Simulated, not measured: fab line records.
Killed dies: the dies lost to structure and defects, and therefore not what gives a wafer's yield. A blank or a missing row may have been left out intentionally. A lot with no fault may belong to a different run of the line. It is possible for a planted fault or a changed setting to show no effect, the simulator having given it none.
Comparing a struck lot with a sound one || flow sky130 || 15 steps out of a route of 708
Sound: these wafers, L151.1, L151.2, L151.4. Wafers L155.2, L155.5, L155.6 were the ones struck. The cause is named last.
Per side, at each step with rows, come the tool, then ch with its chambers, and then its first start. Under that, the readings that differ: sound wafers || struck wafers || difference of the means || sigmas: that difference in standard deviations of wafers without a fault.
alike: same words and numbers on both sides, and readings whose means sit less than 2 such deviations apart. not compared: any withheld reading, any reading some wafer has no value for, any bound like >300 that may hide the same value, and any number with overlapping values for which the record gives no deviation.
A row with sigmas, a row that says differs or no value, or rows on one side alone: a step with any of these is where the two part. Numbers that don't overlap but have no deviation are shown without sigmas and don't part them. Lack of a reading on every wafer of one side parts them only where that side has two or more wafers.

SKY_SD_N_RS_MEAS_16: the measuring method here is four-point-probe.
  struck on film-metro-02, day 32 19:41; sound on film-metro-01, day 31 13:42
  alike: SD_N_RS
SKY_SD_N_RS_MEAS_17: the measuring method here is four-point-probe.
  struck on film-metro-02, day 32 19:49; sound on film-metro-01, day 31 13:49
  alike: SD_P_RS
SKY_SD_N_RS_MEAS_18: the measuring method here is four-point-probe.
  struck on film-metro-02, day 32 19:56; sound on film-metro-01, day 31 13:56
  alike: RES_XHIGH_RS
then, 2 steps without rows for these wafers: SKY_SALICIDE_CLEAN_00 (cleans in HF-last, time 30 s); SKY_LI_CONTACT_HDPCVD_00 (deposits PSG, target thk 930 nm, time 155 s).
SKY_LI_CONTACT_THK_MEAS_01:
  struck on film-metro-01, day 32 20:13; sound on film-metro-04, day 31 14:11
  alike: LI_CONTACT_HDPCVD_THK
SKY_LI_CONTACT_CMP_02: polishes PSG.
  sound on cmp-01 ch 0,1,3, day 31 14:17; struck on cmp-02 ch 0,1,2, day 32 20:22
{"reading": "time-to-endpoint-s (s)", "sound": "30.3 28.0 29.4", "struck": "32.2 35.1 35.6", "difference": "+5.1", "sigmas": "+2"}
  alike: edge-zone-pressure-frac, motor-current-A
SKY_LI_CONTACT_BOW_MEAS_03:
  struck on film-metro-04, day 32 20:35; sound on film-metro-02, day 31 14:32
  alike: LI_CONTACT_BOW
then, 4 steps without rows for these wafers: SKY_LI_CONTACT_DEHYDRATE_04 (time 60 s); SKY_LI_CONTACT_HMDS_05 (prime time 60 s); SKY_LI_CONTACT_COAT_06 (resist thk 60 nm); SKY_LI_CONTACT_COAT_07 (resist thk 450 nm).
SKY_LI_CONTACT_SOFTBAKE_08: time 92.34 s.
  sound on litho-track-01 ch 0, day 32 03:00; struck on litho-track-04 ch 0, day 33 10:00
{"reading": "heater-power-total-W (W)", "sound": "57.31 57.29 57.46", "struck": "56.22 56.19 56.46", "difference": -1.06, "sigmas": -11}
{"reading": "plate-sensor-t-centre-C (C)", "sound": "100.87 100.88 100.88", "struck": "99.616 99.645 99.63", "difference": -1.246, "sigmas": "-99 or more"}
{"reading": "plate-sensor-t-edge-C (C)", "sound": "100.94 100.96 100.96", "struck": "99.699 99.716 99.727", "difference": -1.239, "sigmas": "-99 or more"}
  alike: exhaust-pa
then, 1 step without rows for these wafers: SKY_LI_CONTACT_EXPOSE_09 (exposes mask LICM1, target cd 170 nm).
-- the record jumps here: 16 days lie between the struck wafers' starts before and after (it left off in module LI_CONTACT and takes up again in module PAD_OPEN, whose first step shown is number 708 of the route) --
SKY_PAD_OPEN_PROBE_99:
  struck on prober-02, day 49 06:37; sound on prober-01, day 48 10:15
  alike: killed_at_M0_to_M3, killed_at_M4_up, killed-at-contacts, killed-at-front-end, killed-at-other, killed-dies, killed-open, killed-short

== WHERE THEY PART ==
First at SKY_LI_CONTACT_CMP_02; last, within this record, at SKY_LI_CONTACT_SOFTBAKE_08. Later steps at which nothing parts them and some readings are alike: SKY_PAD_OPEN_PROBE_99.

WHY: what the simulator had put in
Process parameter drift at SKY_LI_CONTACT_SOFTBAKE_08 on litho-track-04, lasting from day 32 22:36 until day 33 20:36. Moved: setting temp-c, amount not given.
